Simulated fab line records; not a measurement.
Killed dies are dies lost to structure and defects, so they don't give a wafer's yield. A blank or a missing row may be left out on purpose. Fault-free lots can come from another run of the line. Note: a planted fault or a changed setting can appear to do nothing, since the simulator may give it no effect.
8D (eight disciplines) problem report, filled in by code | flow sky130 | the parts of the form that need people (team, actions taken, sign-off) are left out

1. WHAT WENT WRONG
Mean of beamEnergyKeV at SKY_RES_XHIGH_IMPLANT_07: 20.566 across 6 wafers in 2 lots; on wafers with no fault it is 19.999 (standard deviation 0.0059). Measured from the usual mean, that is +96 standard deviations.
The first sign was on wafer L509.1 at day 29 20:29, on implanter-02. At this step, 18 wafers from 6 lots have a number in the record. The rule behind "out" and "out of limits": a value lying over 4 standard deviations away from the usual mean. The rest of the wafers with a number are treated as sound.

2. WHAT IT IS; WHAT IT IS NOT
question                    | is                     | is not
which readings at this step | beamEnergyKeV          | -
which lots                  | L508, L509             | L501, L502, L515, L521
which wafers of those lots  | all that have a number | -
read on which tools         | implanter-02           | implanter-03
when                        | from day 29 20:29      | up to then (6 sound wafers); but 6 sound wafers of L515, L521 came after

3. SUSPECTS, AND WHAT RULES EACH OUT
Counting: a tool at any process step up to the reading remains a suspect when it ran all the lots that are out and ran no sound lot after the first of those.
- implanter-02 at SKY_RES_XHIGH_IMPLANT_07: kept. All lots that are out passed through it, beginning with L509 at day 29 20:29, and no sound lot followed; its final sound lot before that point was L502 at day 27 01:13. Out on those wafers are its own readings of beamEnergyKeV.
The count leaves implanter-02 at SKY_RES_XHIGH_IMPLANT_07.

4. THE CAUSE (what the simulator had put in)
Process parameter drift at SKY_RES_XHIGH_IMPLANT_07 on implanter-02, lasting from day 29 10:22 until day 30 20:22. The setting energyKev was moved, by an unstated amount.
After counting, this tool was the only one left.

5. THE CHAIN OF EFFECTS, in route order
Each row: a reading whose mean over the struck wafers that have a number lies more than 3 standard deviations from the usual. Only readings whose record carries a usual standard deviation are examined. hours: median over the lots of the time between each lot's start at the first step of this table that gives one and its start at this step. sigmas: the change, counted in usual standard deviations.
hours | step                     | reading       | usual  | on struck wafers | change | sigmas
0     | SKY_RES_XHIGH_IMPLANT_07 | beamEnergyKeV | 19.999 | 20.566           | +0.567 | +96
Here are the process steps it includes:
- SKY_RES_XHIGH_IMPLANT_07

6. WHAT WOULD HAVE CAUGHT IT SOONER
In this record the first reading out of limits was taken at day 29 20:29, 10 hours after the fault began at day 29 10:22.
